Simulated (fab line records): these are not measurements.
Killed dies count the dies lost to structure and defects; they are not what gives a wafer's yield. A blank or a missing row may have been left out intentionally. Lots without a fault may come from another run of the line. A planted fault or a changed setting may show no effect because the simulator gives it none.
Commonality check across tools + flow gf180mcu + Lots sampled 11, wafers sampled 33

REASON FOR OPENING
GF_V1_RS_MEAS_24, reading V1_W_RS: flagged on 2 of 11 lots. Fault-free wafers read 0.329 ohm/sq, with a standard deviation of 0.0057.
Rule: a lot gets a flag if all its wafers with a number sit over 4 standard deviations from that mean, or if no wafer of it has a number. All remaining lots are regarded as sound.

| lot  | measured     | on           | V1_W_RS (ohm/sq), wafer by wafer | flag    |
|------|--------------|--------------|----------------------------------|---------|
| L379 | day 18 16:11 | filmMetro-04 | 0.322 0.332 0.320                |         |
| L381 | day 19 08:14 | filmMetro-03 | 0.317 0.327 0.325                |         |
| L383 | day 19 21:51 | filmMetro-04 | 0.333 0.322 0.334                |         |
| L384 | day 20 02:40 | filmMetro-01 | 0.325 0.335 0.333                |         |
| L388 | day 21 16:04 | filmMetro-03 | 0.335 0.337 0.335                |         |
| L390 | day 22 10:56 | filmMetro-04 | 0.322 0.337 0.333                |         |
| L395 | day 24 02:07 | filmMetro-03 | 0.214 0.221 0.221                | FLAGGED |
| L396 | day 24 10:55 | filmMetro-03 | 0.338 0.337 0.322                |         |
| L397 | day 24 15:25 | filmMetro-03 | 0.220 0.221 0.215                | FLAGGED |
| L398 | day 25 03:04 | filmMetro-04 | 0.319 0.320 0.318                |         |
| L402 | day 26 03:03 | filmMetro-01 | 0.323 0.326 0.334                |         |
On average the flagged lots' numbers are 0.219 ohm/sq, which is -0.110 ohm/sq against the usual, or -19 standard deviations.

WHICH TOOL EACH LOT WENT THROUGH
The record holds 1 process step before the reading, out of a route of 602 steps. Each cell gives the tool, then ch followed by the chambers the sampled wafers passed through, then the start.
| lot  | flag    | GF_V1_CVD_23                 |
|------|---------|------------------------------|
| L379 |         | cvdW-02 ch 0,1, day 18 16:02 |
| L381 |         | cvdW-01 ch 0,1, day 19 08:06 |
| L383 |         | cvdW-02 ch 0,1, day 19 21:44 |
| L384 |         | cvdW-02 ch 0,1, day 20 02:33 |
| L388 |         | cvdW-02 ch 0, day 21 15:56   |
| L390 |         | cvdW-01 ch 0,1, day 22 10:49 |
| L395 | FLAGGED | cvdW-02 ch 0,1, day 24 01:59 |
| L396 |         | cvdW-01 ch 0,1, day 24 10:46 |
| L397 | FLAGGED | cvdW-02 ch 0,1, day 24 15:17 |
| L398 |         | cvdW-01 ch 0, day 25 02:56   |
| L402 |         | cvdW-01 ch 0,1, day 26 02:55 |
These steps, and what they do:
- GF_V1_CVD_23: deposits W, target thk 350 nm, time 105.05 s.
- GF_V1_RS_MEAS_24: measures by four-point-probe.

FLAGGED OVER TOTAL, TOOL BY TOOL (the gauges that took the reading come last)
| step             | tool         | lots run | flagged | share of the flagged lots | sound lots run after its first flagged lot |
|------------------|--------------|----------|---------|---------------------------|--------------------------------------------|
| GF_V1_CVD_23     | cvdW-01      | 5        | 0       | none                      | -                                          |
| GF_V1_CVD_23     | cvdW-02      | 6        | 2       | all                       | 0                                          |
| GF_V1_RS_MEAS_24 | filmMetro-01 | 2        | 0       | none                      | -                                          |
| GF_V1_RS_MEAS_24 | filmMetro-03 | 5        | 2       | all                       | 1 (L396)                                   |
| GF_V1_RS_MEAS_24 | filmMetro-04 | 4        | 0       | none                      | -                                          |

WHAT IS ALLOWED BY THE TABLE
In 2 table rows, all flagged lots were run: cvdW-02 (GF_V1_CVD_23), filmMetro-03 (GF_V1_RS_MEAS_24).
- cvdW-02 at GF_V1_CVD_23: 2 of its 6 lots flagged. It ran its last sound lot, L388, at day 21 15:56 and its first flagged lot, L395, at day 24 01:59: a fault with its onset between the two fits.
- filmMetro-03 at GF_V1_RS_MEAS_24: 2 of its 5 lots flagged. Sound lots followed the first flagged one (L396) on it, something a lasting fault affecting the whole tool could not allow.
Left over: one tool, cvdW-02 at GF_V1_CVD_23.

WHAT THE SIMULATOR PUT IN
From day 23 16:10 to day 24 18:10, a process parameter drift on cvdW-02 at GF_V1_CVD_23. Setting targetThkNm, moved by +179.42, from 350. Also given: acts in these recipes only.
Lots struck among those shown: L395, L397. The same result came from the rule above.
